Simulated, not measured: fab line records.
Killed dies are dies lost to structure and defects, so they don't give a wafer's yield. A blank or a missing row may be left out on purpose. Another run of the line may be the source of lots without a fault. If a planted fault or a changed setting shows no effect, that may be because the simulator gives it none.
A struck lot beside a sound one    flow sfqLine    14 steps out of a route of 325
Sound: wafers L371.1, L371.2, L371.5. Struck: wafers L382.1, L382.2. (L382.4 of the same lot was not struck and is left out.) The cause comes at the end.
Per side, at each step with rows, come the tool, then ch with its chambers, and then its first start. Under that, the readings that differ: sound wafers    struck wafers    difference of the means    sigmas: that difference in standard deviations of wafers without a fault.
alike: readings whose means differ by less than 2 such deviations, and words and numbers that are the same on both sides. not compared: withheld readings, readings that some wafer has no value for, bounds like >300 that may hide the same value, and numbers for which the record gives no deviation and whose values overlap.
The two part at a step that has a row with sigmas, a row that says differs or no value, or rows on one side only. Numbers that have no deviation but don't overlap get no sigmas and don't part them. A reading that every wafer of one side lacks parts them only if that side has two wafers or more.

SFQ_INCOMING_BOW_MEAS_900:
  struck on filmMetro-01, day 4 23:00; sound on filmMetro-03, day 2 16:00
  alike: INCOMING_BOW
then, 1 step without rows for these wafers: SFQ_TRILAYER_INCOMING_OXIDATION_002 (target thk 500 nm, ox time 4939 s).
SFQ_TRILAYER_L0_DEP_SPUTTER_003: material MoNx KI, target thk 40 nm, time 100 s.
  struck on pvdSputter-05, day 5 01:29; sound on pvdSputter-04, day 2 18:29
  alike: chamberPressurePa, throttleValvePct
SFQ_L0_RS_MEAS_901: uses a four-point probe to measure.
  struck on filmMetro-01, day 5 01:34; sound on filmMetro-03, day 2 18:34
  alike: L0_MONX_KI_RS
SFQ_L0_THK_MEAS_902: measures by xrf.
  struck on filmMetro-01, day 5 01:41; sound on filmMetro-03, day 2 18:41
  alike: L0_MONX_KI_THK
then, 1 step without rows for these wafers: SFQ_TRILAYER_L0_LITHO_COAT_010 (resist thk 62 nm).
SFQ_TRILAYER_L0_LITHO_COAT_005: resist thk 600 nm.
  sound on lithoTrack-02 ch 0, day 2 19:04; struck on lithoTrack-02 ch 0, day 5 02:02
reading                                             sound              struck       difference  sigmas
model.KrF_of_TRILAYER_L0_LITHO_COAT_005.thkNm (nm)  597.5 597.3 597.4  574.3 574.7  -22.9       
then, 4 steps without rows for these wafers: SFQ_TRILAYER_L0_LITHO_SOFTBAKE_009; SFQ_TRILAYER_L0_LITHO_EXPOSE_006 (exposes mask L0, target cd 2000 nm); SFQ_TRILAYER_L0_LITHO_PEB_008 (peb time 60 s); SFQ_TRILAYER_L0_LITHO_DEVELOP_007 (time 60 s).
SFQ_TRILAYER_L0_BARC_OPEN_METAL_ETCH_010: etches BARC in O2, target depth 125 nm, time 41.7 s.
  sound on rieMetal-04 ch 0,1, day 3 08:25; struck on rieMetal-02 ch 0,1, day 5 17:25
  alike: drypumpMotorCurrentA, oesProductAu
  not compared: rfHoursCounterH
SFQ_TRILAYER_L0_ETCH_METAL_ETCH_008: etches MoNx KI in SF6/O2, stops on SiO2, target depth 50 nm, time 25 s.
  sound on rieMetal-04 ch 0,1, day 3 08:29; struck on rieMetal-02 ch 0,1, day 5 17:29
reading                                             sound              struck     difference  sigmas
model.KrF_of_TRILAYER_L0_LITHO_COAT_005.thkNm (nm)  478.3 477.2 479.1  458 456.2  -21         
  alike: drypumpMotorCurrentA, oesProductAu
  not compared: rfHoursCounterH
SFQ_TRILAYER_L0_STRIP_STRIP_009: strips in O2.
  sound on rieMetal-04 ch 0,1, day 3 08:31; struck on rieMetal-02 ch 0,1, day 5 17:32
  alike: drypumpMotorCurrentA, oesProductAu
  not compared: rfHoursCounterH

WHERE THEY PART
Nowhere in this record.

WHY: what the simulator had put in
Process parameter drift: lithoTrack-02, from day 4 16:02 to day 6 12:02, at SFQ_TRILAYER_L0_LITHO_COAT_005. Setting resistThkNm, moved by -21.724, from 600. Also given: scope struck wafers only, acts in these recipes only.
